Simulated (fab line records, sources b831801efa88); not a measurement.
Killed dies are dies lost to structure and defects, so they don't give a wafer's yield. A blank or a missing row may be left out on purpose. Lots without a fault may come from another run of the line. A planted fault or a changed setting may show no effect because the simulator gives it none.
Problem report in the 8D (eight disciplines) form, filled by code | flow gf180mcu | the parts of the form that need people (team, actions taken, sign-off) are left out

1. THE PROBLEM
spin_speed_rpm at GF_NSD_COAT_02 reads a mean of 3034.7 rpm on 6 wafers of 2 lots; wafers without a fault read 2999.9 rpm with a standard deviation of 2.4. That is +14 standard deviations from the usual mean.
The step: resist thk 985.6 nm.
First seen on wafer L943.1, day 17 18:58, on litho_track-02. The record holds 18 wafers of 6 lots with a number at this step. Rule for "out", or "out of limits": more than 4 standard deviations from the usual mean. The other wafers with a number count as sound.

2. WHAT IT IS AND WHAT IT IS NOT
question                    | is                     | is not
which readings at this step | spin_speed_rpm         | -
which lots                  | L943, L944             | L929, L938, L942, L945
which wafers of those lots  | all that have a number | -
read on which tools         | litho_track-02         | litho_track-01, litho_track-03
when                        | from day 17 18:58      | up to then (9 sound wafers); but 3 sound wafers of L945 came after

3. SUSPECTS, AND WHAT RULES EACH OUT
Counting: a tool at a process step up to the reading stays a suspect if it ran every lot that is out and no sound lot after the first of them.
- rtp_anneal-01 at GF_HV_LDD_RTA_52 (time 10 s): kept. It ran every lot that is out, first L943 (day 17 05:02), and no sound lot after that; its last sound lot up to then is L938 (day 15 06:17).
- rie_diel-03 at GF_HV_LDD_ETCHBACK_58 (etches Si3N4 in CH3F/O2, stops on SiO2, time 100 s, target depth 90 nm): kept. It ran every lot that is out, first L943 (day 17 07:47), and no sound lot after that; its last sound lot up to then is L938 (day 15 09:34).
- litho_track-02 at GF_NSD_COAT_02 (resist thk 985.6 nm): kept. It ran every lot that is out, first L943 (day 17 18:58), and no sound lot after that; its last sound lot up to then is L942 (day 17 13:32). Its own readings are out on those wafers: spin_speed_rpm.
Left after counting: rtp_anneal-01 at GF_HV_LDD_RTA_52, rie_diel-03 at GF_HV_LDD_ETCHBACK_58, litho_track-02 at GF_NSD_COAT_02.

4. THE CAUSE (what the simulator had put in)
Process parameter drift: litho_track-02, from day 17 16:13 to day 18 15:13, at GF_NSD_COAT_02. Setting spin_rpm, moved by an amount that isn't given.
Counting left 3 suspects, and this tool is among them.

5. THE CHAIN OF EFFECTS, in route order
Each row: a reading whose mean over the struck wafers that have a number lies more than 3 standard deviations from the usual. Only readings for which the record gives a usual standard deviation are gone through. hours: the time from each lot's start at the first step in this table that gives one to its start at this step, as a median over the lots. sigmas: the change in usual standard deviations.
hours | step           | reading        | usual      | on struck wafers | change | sigmas
0     | GF_NSD_COAT_02 | spin_speed_rpm | 2999.9 rpm | 3034.7           | +34.8  | +14
The process steps in it:
- GF_NSD_COAT_02: resist thk 985.6 nm.
Later measuring or inspecting steps at which every struck wafer that the step has a row for has a number for every such reading, and none has moved that far: GF_NSD_CD_MEAS_07.

6. WHAT WOULD HAVE CAUGHT IT SOONER
In this record the first reading out of limits was taken at day 17 18:58, 3 hours after the fault began at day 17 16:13.
